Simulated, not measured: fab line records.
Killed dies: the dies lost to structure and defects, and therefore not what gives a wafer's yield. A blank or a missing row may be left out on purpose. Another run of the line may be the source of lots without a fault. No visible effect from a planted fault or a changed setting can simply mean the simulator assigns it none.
fab line records + flow sky130
record
- lots=14
- wafers=42
- last_day=51
route steps=708 shown LDD_P@260
lots with no fault: from the same line, run without faults
start_h: hours from the record's first day to the start of the lot's first wafer shown + wait_h: hours from the lot's prior step to this one + " same as the row above + L1.1+2: several wafers, shown together as one row + - no value present, or no start provided + * or withheld: withheld + < > ~ a bound
route shown NAME@n: NAME is a module with steps in the file, n the number in the route of the first one + usual: average and standard deviation across the fault-free wafers + same: alike in all rows + chamber/n: place in a boat + sites: each site's reading + _std_site: standard deviation of those values + _edge_site: the outer-site mean with the inner-site mean subtracted + radius_mm: how far each site lies from the wafer's centre + mask NAME#n: copy n + behind: the most recent tool/chamber to have shaped the wafer + hold: the reason the lot was held/the length of the hold in hours/how it ended + device: the n, p or np transistor that did not switch + end of line: tests run on the same wafers once the route is complete + a step with no rows: only its recipe + killed: dies that structure and defects cost at the first sort, which is not the same as the wafer's yield + map: per-die view of a wafer (x killed, . not killed, _ where there is no die)
set.NAME: the setting the step ran with; set.NAME@STEP: the setting that earlier step ran with + model.NAME: the simulator's own value behind a step, which no gauge read
steps of the route over a sample of lots; a table a step, a row a wafer
## steps
# step SKY_LDD_P_PEB_05
# recipe
- temp_c=withheld
- time_s=*
- resist=NOVOLAK
# usual
- chill_plate_temp_C=*
- exhaust_pa=45.0/0.79
| lot.wafer | tool           | chamber | start_h | wait_h | chill_plate_temp_C | exhaust_pa |
|-----------|----------------|---------|---------|--------|--------------------|------------|
| L645.2    | litho_track-03 | 0       | 447.44  | -      | *                  | 44.0       |
| L645.3    | "              | 0       | "       | "      | *                  | 44.3       |
| L645.6    | "              | 0       | "       | "      | *                  | 45.3       |
| L647.2    | litho_track-03 | 0       | 467.54  | -      | *                  | 44.4       |
| L647.4    | "              | 0       | "       | "      | *                  | 45.8       |
| L647.5    | "              | 0       | "       | "      | *                  | 45.0       |
| L649.4    | litho_track-03 | 0       | 481.69  | -      | *                  | 46.0       |
| L649.5    | "              | 0       | "       | "      | *                  | 44.5       |
| L649.6    | "              | 0       | "       | "      | *                  | 44.9       |
| L648.2    | litho_track-03 | 0       | 483.14  | -      | *                  | 44.9       |
| L648.4    | "              | 0       | "       | "      | *                  | 46.7       |
| L648.6    | "              | 0       | "       | "      | *                  | 45.2       |
| L651.1    | litho_track-04 | 0       | 499.92  | -      | *                  | 45.5       |
| L651.3    | "              | 0       | "       | "      | *                  | 44.8       |
| L651.6    | "              | 0       | "       | "      | *                  | 44.3       |
| L653.1    | litho_track-04 | 0       | 516.47  | -      | *                  | 45.5       |
| L653.2    | "              | 0       | "       | "      | *                  | 44.5       |
| L653.6    | "              | 0       | "       | "      | *                  | 45.0       |
| L655.1    | litho_track-03 | 0       | 537.42  | -      | *                  | 45.3       |
| L655.2    | "              | 0       | "       | "      | *                  | 44.8       |
| L655.4    | "              | 0       | "       | "      | *                  | 45.7       |
| L656.1    | litho_track-02 | 0       | 541.13  | -      | *                  | 44.4       |
| L656.2    | "              | 0       | "       | "      | *                  | 45.1       |
| L656.5    | "              | 0       | "       | "      | *                  | 45.7       |
| L657.1    | litho_track-03 | 0       | 560.82  | -      | *                  | 45.6       |
| L657.2    | "              | 0       | "       | "      | *                  | 46.4       |
| L657.3    | "              | 0       | "       | "      | *                  | 45.6       |
| L660.2    | litho_track-02 | 0       | 575.76  | -      | *                  | 45.6       |
| L660.3    | "              | 0       | "       | "      | *                  | 44.2       |
| L660.4    | "              | 0       | "       | "      | *                  | 44.1       |
| L663.3    | litho_track-04 | 0       | 596.17  | -      | *                  | 45.0       |
| L663.4    | "              | 0       | "       | "      | *                  | 45.1       |
| L663.5    | "              | 0       | "       | "      | *                  | 46.2       |
| L664.4    | litho_track-04 | -       | 608.94  | -      | -                  | -          |
| L664.5    | "              | -       | "       | "      | -                  | -          |
| L664.6    | "              | -       | "       | "      | -                  | -          |
| L666.1    | litho_track-03 | -       | 623.32  | -      | -                  | -          |
| L666.2    | "              | -       | "       | "      | -                  | -          |
| L666.5    | "              | -       | "       | "      | -                  | -          |
| L668.2    | litho_track-02 | 0       | 641.91  | -      | *                  | 46.1       |
| L668.3    | "              | 0       | "       | "      | *                  | 44.6       |
| L668.5    | "              | 0       | "       | "      | *                  | 45.6       |
## key
first_sign
- step=SKY_LDD_P_PEB_05
- reading=tool_record
- direction=missing
effect none on later readings
met_at SKY_LDD_P_PEB_05
struck_lots L664,L666
sort_left_out L664.4,L664.5,L664.6,L666.1,L666.2,L666.5
tester_left_out L664,L666
onset_between 596.17 608.94
fault
- kind=skipped_step_whole
- tool=litho_track-03,litho_track-04
- chamber=-
- onset_h=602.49
- steps=SKY_LDD_P_PEB_05
- scope=struck_lots_only
# tester_left_out: of these lots the tester's yield and bins aren't shown, on N5 and GAA mostly nor the transistor test; their killed dies are dies lost to structure and defects alone, not to doping, threshold or leakage, so they don't give the yield
# sort_left_out: the simulated sort isn't trusted on such a fault, so these wafers' sort isn't shown, and their yield isn't known
